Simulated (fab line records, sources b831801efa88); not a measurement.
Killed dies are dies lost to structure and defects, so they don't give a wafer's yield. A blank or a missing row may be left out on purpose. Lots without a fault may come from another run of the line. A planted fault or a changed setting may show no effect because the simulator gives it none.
fab line records | flow sky130
record lots=12 wafers=36 last_day=49
route steps=708 shown RES_PROTECT@214 CAP2M@617 VIA4@659 METAL5@677 PAD_OPEN@708
lots that met no fault: from a run of the same line without faults
start_h: hours from the record's first day to the start of the lot's first wafer shown | wait_h: hours since the lot's step before | " the same as in the row above | L1.1+2: a row that stands for several wafers | - no value, or no start given | * or withheld: withheld | < > ~ a bound
route shown NAME@n: a module of which the file shows steps, and the number in the route of the first | usual: mean/standard deviation of fault-free wafers | same: alike in all rows | chamber/n: place in a boat | sites: the reading at each site | _std_site: their standard deviation | _edge_site: outer sites' mean less inner sites' | radius_mm: how far each site lies from the wafer's centre | mask NAME#n: copy n | behind: the tool/chamber that last shaped the wafer | hold: why the lot was held/for how many hours/how that ended | device: the transistor (n, p or np) that didn't switch | end of line: the same wafers' tests at the end of the route | a step without rows: its recipe alone | killed: dies lost to structure and defects at the first sort, not the wafer's yield | map: a wafer's dies, x killed, . not, _ none there
set.NAME: the setting as run; set.NAME@STEP: as run at that earlier step | model.NAME: the simulator's own value behind a step, which no gauge read
steps of the route over a sample of lots; a table a step, a row a wafer
services: from which hour (start_h, from the record's first day; less than 0 if before it) a tool's chamber was out of use, for how many hours, and why
## steps
# step SKY_RES_PROTECT_STRIP_07
# recipe chemistry=O2/N2 power_w=1400 pressure_mtorr=1500 platen_temp_c=withheld o2_flow_sccm=3000 n2_flow_sccm=300 overash_fraction=0.5
# usual drypump_motor_current_A=5.7/0.39 o2_flow_sccm=3001/9 oes_product_au=0.517/0.005 strip_time_to_endpoint_s=23.30/0.04
# columns lot.wafer tool chamber start_h wait_h drypump_motor_current_A o2_flow_sccm oes_product_au rf_hours_counter_h strip_time_to_endpoint_s
L814.2 plasma_asher-03 1 329.17 0.1 5.3 3016 0.520 49 23.36
L814.4 " 0 " " 6.4 3015 0.519 - 23.34
L814.5 " 1 " " 5.3 3005 0.517 - 23.36
L815.2 plasma_asher-03 0 345.99 0.1 6.4 3005 0.512 51 23.32
L815.3 " 1 " " 5.3 3015 0.530 - 23.28
L815.5 " 1 " " 5.3 3009 0.520 - 23.30
L816.3 plasma_asher-01 0 349.47 0.1 5.8 3005 0.512 - 23.28
L816.4 " 1 " " 5.9 2992 0.512 - 23.28
L816.6 " 1 " " 5.9 2986 0.525 - 23.28
L817.1 plasma_asher-02 0 357.26 0.1 5.4 2998 0.523 23 23.33
L817.2 " 1 " " 5.7 3004 0.517 23 23.28
L817.6 " 0 " " 5.4 3003 0.514 - 23.36
L818.1 plasma_asher-02 1 366.96 0.1 5.6 3000 0.519 24 23.31
L818.2 " 0 " " 5.4 2996 0.528 24 23.32
L818.3 " 0 " " 5.4 2995 0.511 - 23.35
L819.3 plasma_asher-02 1 380.26 0.1 5.7 2992 0.522 - 23.29
L819.4 " 0 " " 5.4 2981 0.520 - 23.29
L819.5 " 1 " " 5.7 3033 0.518 - 23.24
L820.2 plasma_asher-03 1 390.81 0.1 5.3 3012 0.509 57 23.33
L820.4 " 0 " " 6.4 2989 0.521 - 23.31
L820.6 " 1 " " 5.2 3016 0.520 - 23.31
L821.2 plasma_asher-03 1 398.39 0.1 5.3 2993 0.520 57 23.31
L821.3 " 0 " " 6.4 3017 0.518 - 23.29
L821.4 " 1 " " 5.3 3002 0.516 - 23.27
L827.1 plasma_asher-03 0 455.69 0.1 6.4 2993 0.514 63 23.41
L827.3 " 1 " " 5.3 3000 0.508 - 23.41
L827.6 " 1 " " 5.3 3005 0.517 - 23.37
L828.3 plasma_asher-03 1 459.70 0.1 5.3 3009 0.518 - 23.23
L828.5 " 1 " " 5.3 2996 0.513 - 23.25
L828.6 " 0 " " 6.4 3006 0.516 - 23.25
L829.1 plasma_asher-03 0 466.80 0.1 6.4 3000 0.514 64 23.25
L829.5 " 1 " " 5.3 3009 0.514 - 23.26
L829.6 " 0 " " 6.4 2999 0.516 - 23.27
L833.1 plasma_asher-02 1 499.17 0.1 5.7 3001 0.512 38 23.33
L833.2 " 0 " " 5.4 2987 0.523 38 23.35
L833.3 " 1 " " 5.7 2983 0.512 - 23.29
# step SKY_CAP2M_STRIP_14
# recipe chemistry=O2/N2 power_w=1400 pressure_mtorr=1500 platen_temp_c=withheld o2_flow_sccm=2858 n2_flow_sccm=300 overash_fraction=0.5
# usual drypump_motor_current_A=5.9/0.39 o2_flow_sccm=2861/9.4 oes_product_au=0.709/0.0042 strip_time_to_endpoint_s=12.70/0.045
# columns lot.wafer tool chamber start_h wait_h drypump_motor_current_A o2_flow_sccm oes_product_au rf_hours_counter_h strip_time_to_endpoint_s
L814.2 plasma_asher-01 1 944.52 0.1 5.9 2861 0.707 57 12.65
L814.4 " 0 " " 5.8 2870 0.704 - 12.56
L814.5 " 0 " " 5.8 2860 0.710 - 12.64
L815.2 plasma_asher-01 1 964.67 0.1 5.9 2863 0.709 59 12.66
L815.3 " 1 " " 5.9 2857 0.711 - 12.71
L815.5 " 0 " " 5.7 2855 0.707 - 12.69
L816.3 plasma_asher-04 0 965.67 0.1 6.4 2867 0.714 - 12.77
L816.4 " 1 " " 6.5 2872 0.705 - 12.79
L816.6 " 1 " " 6.5 2877 0.701 - 12.72
L817.1 plasma_asher-02 1 968.64 0.1 5.7 2868 0.711 74 12.64
L817.2 " 0 " " 5.4 2847 0.710 74 12.64
L817.6 " 1 " " 5.6 2861 0.711 - 12.63
L818.1 plasma_asher-01 0 974.69 0.1 5.7 2856 0.707 60 12.73
L818.2 " 1 " " 5.9 2856 0.710 60 12.78
L818.3 " 0 " " 5.7 2841 0.707 - 12.78
L819.3 plasma_asher-04 0 988.65 0.1 6.4 2865 0.706 - 12.71
L819.4 " 1 " " 6.5 2851 0.712 - 12.72
L819.5 " 0 " " 6.4 2853 0.709 - 12.71
L820.2 plasma_asher-02 1 999.67 0.1 5.6 2866 0.709 77 12.70
L820.4 " 1 " " 5.6 2868 0.705 - 12.70
L820.6 " 1 " " 5.7 2862 0.706 - 12.73
L821.2 plasma_asher-02 1 1006.64 0.1 5.7 2845 0.706 78 12.69
L821.3 " 0 " " 5.4 2856 0.715 - 12.71
L821.4 " 1 " " 5.7 2849 0.701 - 12.64
L827.1 plasma_asher-01 1 1045.07 0.1 6.0 2874 0.711 67 12.71
L827.3 " 0 " " 5.8 2856 0.707 - 12.66
L827.6 " 1 " " 6.0 2865 0.715 - 12.71
L829.1 plasma_asher-02 0 1051.47 0.1 5.4 2854 0.714 83 12.71
L829.5 " 0 " " 5.4 2851 0.701 - 12.77
L829.6 " 1 " " 5.7 2858 0.704 - 12.73
L828.3 plasma_asher-04 0 1052.96 0.1 6.4 2844 0.708 - 12.72
L828.5 " 0 " " 6.4 2855 0.716 - 12.72
L828.6 " 1 " " 6.5 2881 0.705 - 12.70
L833.1 plasma_asher-01 0 1077.64 0.1 5.7 2880 0.711 71 12.65
L833.2 " 1 " " 5.9 2858 0.709 71 12.64
L833.3 " 0 " " 5.7 2868 0.707 - 12.65
# step SKY_VIA4_THK_MEAS_20
# recipe thk_meas_gauge=xrf reads=W_of_VIA4_CVD_18
# usual VIA4_W_THK=511/6.2
# columns lot.wafer tool chamber start_h wait_h VIA4_W_THK[nm]
L814.2 film_metro-03 - 995.73 0.1 500
L814.4 " - " " 506
L814.5 " - " " 504
L815.2 film_metro-01 - 1014.58 0.1 512
L815.3 " - " " 503
L815.5 " - " " 508
L816.3 film_metro-02 - 1015.28 0.1 506
L816.4 " - " " 519
L816.6 " - " " 515
L817.1 film_metro-01 - 1018.19 0.1 516
L817.2 " - " " 521
L817.6 " - " " 511
L818.1 film_metro-01 - 1024.51 0.1 510
L818.2 " - " " 513
L818.3 " - " " 517
L819.3 film_metro-02 - 1037.50 0.1 501
L819.4 " - " " 498
L819.5 " - " " 504
L820.2 film_metro-01 - 1047.96 0.1 513
L820.4 " - " " 516
L820.6 " - " " 508
L821.2 film_metro-01 - 1054.56 0.1 519
L821.3 " - " " 518
L821.4 " - " " 522
L827.1 film_metro-02 - 1090.29 0.1 515
L827.3 " - " " 512
L827.6 " - " " 520
L829.1 film_metro-03 - 1095.59 0.1 515
L829.5 " - " " 514
L829.6 " - " " 511
L828.3 film_metro-01 - 1097.45 0.1 508
L828.5 " - " " 520
L828.6 " - " " 504
L833.1 film_metro-03 - 1120.44 0.1 517
L833.2 " - " " 521
L833.3 " - " " 512
# step SKY_METAL5_STRIP_16
# recipe chemistry=O2/N2 power_w=1400 pressure_mtorr=1500 platen_temp_c=withheld o2_flow_sccm=3000 n2_flow_sccm=300 overash_fraction=0.5
# usual drypump_motor_current_A=5.8/0.32 o2_flow_sccm=3001/9.4 oes_product_au=0.710/0.0045 strip_time_to_endpoint_s=13.05/0.13
# columns lot.wafer tool chamber start_h wait_h drypump_motor_current_A o2_flow_sccm oes_product_au rf_hours_counter_h strip_time_to_endpoint_s
L814.2 plasma_asher-02 0 1017.83 0.2 5.4 2996 0.718 79 12.79
L814.4 " 1 " " 5.7 2986 0.705 - 12.98
L814.5 " 0 " " 5.4 2995 0.707 - 13.00
L815.2 plasma_asher-01 1 1038.11 0.2 5.9 3002 0.716 67 13.24
L815.3 " 1 " " 5.9 2993 0.714 - 13.23
L815.5 " 1 " " 5.9 2984 0.710 - 13.17
L816.3 plasma_asher-03 1 1038.44 0.1 5.3 2996 0.712 - 12.91
L816.4 " 0 " " 6.4 3010 0.714 - 13.01
L816.6 " 0 " " 6.4 3000 0.713 - 13.01
L817.1 plasma_asher-03 1 1041.11 0.2 5.3 3002 0.713 125 13.04
L817.2 " 0 " " 6.4 3011 0.708 125 13.04
L817.6 " 0 " " 6.4 3003 0.716 - 13.06
L818.1 plasma_asher-01 0 1047.63 0.2 5.7 3007 0.709 68 13.24
L818.2 " 1 " " 6.0 2997 0.716 68 13.31
L818.3 " 0 " " 5.8 3016 0.715 - 13.32
L819.3 plasma_asher-01 0 1059.48 0.1 5.7 2991 0.710 - 13.08
L819.4 " 1 " " 5.9 3005 0.710 - 13.12
L819.5 " 1 " " 6.0 3005 0.718 - 13.05
L820.2 plasma_asher-02 0 1069.93 0.2 5.4 3020 0.717 85 12.94
L820.4 " 0 " " 5.4 3012 0.718 - 13.00
L820.6 " 1 " " 5.7 3006 0.702 - 12.92
L821.2 plasma_asher-01 0 1076.53 0.2 5.7 3001 0.708 71 13.09
L821.3 " 0 " " 5.7 3001 0.717 - 13.06
L821.4 " 1 " " 5.9 3003 0.709 - 13.12
L827.1 plasma_asher-03 0 1110.98 0.2 6.4 3001 0.710 4 12.78
L827.3 " 1 " " 5.3 3002 0.713 - 12.91
L827.6 " 1 " " 5.3 3007 0.709 - 12.97
L829.1 plasma_asher-03 0 1117.03 0.2 6.3 2989 0.718 5 13.14
L829.5 " 0 " " 6.4 3006 0.704 - 13.10
L829.6 " 1 " " 5.3 3020 0.712 - 13.14
L828.3 plasma_asher-02 1 1118.16 0.1 5.6 3010 0.709 - 13.04
L828.5 " 0 " " 5.4 2984 0.712 - 13.10
L828.6 " 1 " " 5.7 3003 0.702 - 12.97
L833.1 plasma_asher-01 1 1140.13 0.2 6.0 3007 0.705 77 13.19
L833.2 " 0 " " 5.7 3005 0.706 77 13.15
L833.3 " 0 " " 5.8 3005 0.716 - 13.17
# step SKY_PAD_OPEN_PROBE_99
# usual killed_at_M0_to_M3=43/6.5 killed_at_M4_up=3.2/1.8 killed_at_contacts=24/5 killed_at_front_end=15/4.1 killed_at_other=0.3/0.54 killed_dies=85/9.3 killed_open=47/7.2 killed_short=39/5.9
# same gross_dies=492 killed_at_back_side=0
# columns lot.wafer tool chamber start_h wait_h killed_at_M0_to_M3 killed_at_M4_up killed_at_contacts killed_at_front_end killed_at_other killed_dies killed_open killed_short
L829.1 prober-02 - 1157.61 0.1 38 2 18 16 62 136 35 39
L829.5 prober-02 - 1157.81 0.2 41 3 22 13 65 144 44 35
L829.6 prober-02 - 1157.86 0.2 45 3 25 16 61 150 50 39
L828.3 prober-01 - 1159.21 0.2 39 1 19 14 54 127 43 31
L828.5 prober-01 - 1159.31 0.2 37 2 26 24 56 145 41 48
L828.6 prober-01 - 1159.36 0.2 37 1 27 12 60 137 48 28
# killed by level:class
L829.1 RES_PROTECT:unspecified=62 CONTACT:geometric_particle:open=7 METAL1:geometric_particle:short=7 VIA1:geometric_particle:open=7 LOCAL_INTERCONNECT:geometric_particle:short=6 VIA3:geometric_particle:short=6 FIELD_ISO:geometric_particle:short=5 FIELD_ISO:geometric_particle:open=5
L829.5 RES_PROTECT:unspecified=65 VIA1:geometric_particle:open=11 LI_CONTACT:geometric_particle:open=9 METAL1:geometric_particle:short=7 VIA2:geometric_particle:open=6 LOCAL_INTERCONNECT:geometric_particle:short=5 CONTACT:geometric_particle:open=5 POLY_GATE:geometric_particle:open=4
L829.6 RES_PROTECT:unspecified=61 CONTACT:geometric_particle:open=10 VIA1:geometric_particle:open=10 METAL1:geometric_particle:short=7 VIA2:geometric_particle:open=7 VIA3:geometric_particle:open=7 POLY_GATE:geometric_particle:short=5 CONTACT:geometric_particle:short=5
L828.3 RES_PROTECT:unspecified=53 VIA2:geometric_particle:open=12 CONTACT:geometric_particle:open=10 LOCAL_INTERCONNECT:geometric_particle:short=5 VIA1:geometric_particle:open=5 FIELD_ISO:geometric_particle:open=4 VIA1:geometric_particle:short=4 METAL2:geometric_particle:short=4
L828.5 RES_PROTECT:unspecified=56 CONTACT:geometric_particle:open=12 FIELD_ISO:geometric_particle:short=10 VIA1:geometric_particle:open=9 VIA2:geometric_particle:open=6 CONTACT:geometric_particle:short=5 VIA1:geometric_particle:short=5 POLY_GATE:geometric_particle:short=4
L828.6 RES_PROTECT:unspecified=60 CONTACT:geometric_particle:open=16 VIA1:geometric_particle:open=11 METAL1:geometric_particle:short=6 LOCAL_INTERCONNECT:geometric_particle:short=4 METAL2:geometric_particle:short=4 VIA2:geometric_particle:open=4 VIA3:geometric_particle:open=4
## services
# columns tool chamber start_h hours kind
plasma_asher-01 - 307.09 7.8 repair
plasma_asher-03 - 317.45 8.4 repair
plasma_asher-02 - 328.44 4.4 repair
plasma_asher-01 - 363.29 31.4 repair
plasma_asher-01 - 421.31 9.0 pm
plasma_asher-02 - 446.53 1.2 repair
plasma_asher-03 - 519.73 14.6 pm
plasma_asher-04 - 536.58 4.3 pm
plasma_asher-02 - 581.46 103.8 repair
plasma_asher-02 - 648.52 0.9 repair
plasma_asher-04 - 673.51 0.4 repair
plasma_asher-01 - 675.86 1.1 repair
plasma_asher-04 - 733.75 9.0 pm
plasma_asher-02 - 734.70 1.1 repair
plasma_asher-02 - 751.07 14.6 pm
plasma_asher-02 - 796.57 3.4 repair
plasma_asher-04 - 870.97 3.5 repair
plasma_asher-04 - 920.69 20.8 repair
plasma_asher-02 - 972.14 2.8 pm
plasma_asher-01 - 1040.34 2.0 repair
plasma_asher-03 - 1055.25 9.0 pm
plasma_asher-03 - 1069.22 2.8 pm
plasma_asher-02 - 1077.44 4.5 repair
plasma_asher-02 - 1097.54 0.3 repair
## key
first_sign step=SKY_PAD_OPEN_PROBE_99 reading=killed_at_other direction=up sigmas=59 usual=0.3 struck=59.7
effect step=SKY_PAD_OPEN_PROBE_99 reading=killed_dies direction=up sigmas=5.9 usual=85 struck=140
met_at SKY_RES_PROTECT_STRIP_07
struck_lots L828,L829
tester_left_out L828,L829
not_acting_at SKY_CAP2M_STRIP_14,SKY_VIA4_THK_MEAS_20,SKY_METAL5_STRIP_16
onset_between 455.69 459.70
fault kind=chamber_particle_source tool=plasma_asher-03 chamber=- onset_h=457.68 steps=SKY_RES_PROTECT_STRIP_07 rate_per_visit_cm2=1.3279 end_h=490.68
# tester_left_out: of these lots the tester's yield and bins aren't shown, on N5 and GAA mostly nor the transistor test; their killed dies are dies lost to structure and defects alone, not to doping, threshold or leakage, so they don't give the yield
